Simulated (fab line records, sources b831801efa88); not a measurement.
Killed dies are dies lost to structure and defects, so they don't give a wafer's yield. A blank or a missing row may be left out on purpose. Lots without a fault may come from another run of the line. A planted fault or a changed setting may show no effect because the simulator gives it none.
Chamber matching | flow sky130 | SKY_VIA3_ETCH_15 on rie_diel-04: 4 sister chambers
The step etches SiO2 in C4F8/O2/Ar, stops on TiN, target depth 507 nm, time 78 s. 8 wafers are shown with their chamber, then 7 later ones without.

WAFERS WITH THEIR CHAMBER
wafer  | chamber | oes_product_au (a.u.)
L085.3 | 2       | 0.931
L087.3 | 3       | 0.942
L087.6 | 0       | 0.938
L089.1 | 0       | 0.955
L089.2 | 1       | 0.946
L089.3 | 3       | 0.951
L089.4 | 2       | 0.945
L089.5 | 1       | 0.941

WAFERS WITHOUT THEIR CHAMBER
wafer  | oes_product_au (a.u.)
L089.6 | 0.948
L088.1 | 0.948
L088.4 | 0.947
L088.5 | 0.943
L093.1 | 0.942
L093.4 | 0.944
L093.5 | 0.943

WHICH CHAMBER EACH WENT THROUGH
wafer  | from the rows above               | in truth
L089.6 | can't be placed: 0 or 3 or 1 or 2 | 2
L088.1 | can't be placed: 0 or 3 or 1 or 2 | 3
L088.4 | can't be placed: 0 or 3 or 1 or 2 | 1
L088.5 | can't be placed: 1 or 0 or 3 or 2 | 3
L093.1 | can't be placed: 1 or 2 or 0 or 3 | 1
L093.4 | can't be placed: 1 or 0 or 3 or 2 | 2
L093.5 | can't be placed: 1 or 0 or 3 or 2 | 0
Placed correctly: 0 of 7. Can't be placed from these rows: 7 (the true chamber is among the candidates in 7). Placed wrongly: 0.
How it was worked out, from the rows above alone: a wafer's distance from a chamber is the root of the sum, over the readings, of the square of ((its reading less the chamber's mean) divided by the reading's scatter). The wafer belongs to the nearest chamber; if the next one is less than 2 further off, it can't be placed. A chamber's mean is the mean of its shown wafers. The scatter: the root of (the sum of the squares of (reading less its chamber's mean) over the shown wafers, divided by (wafers less chambers)).
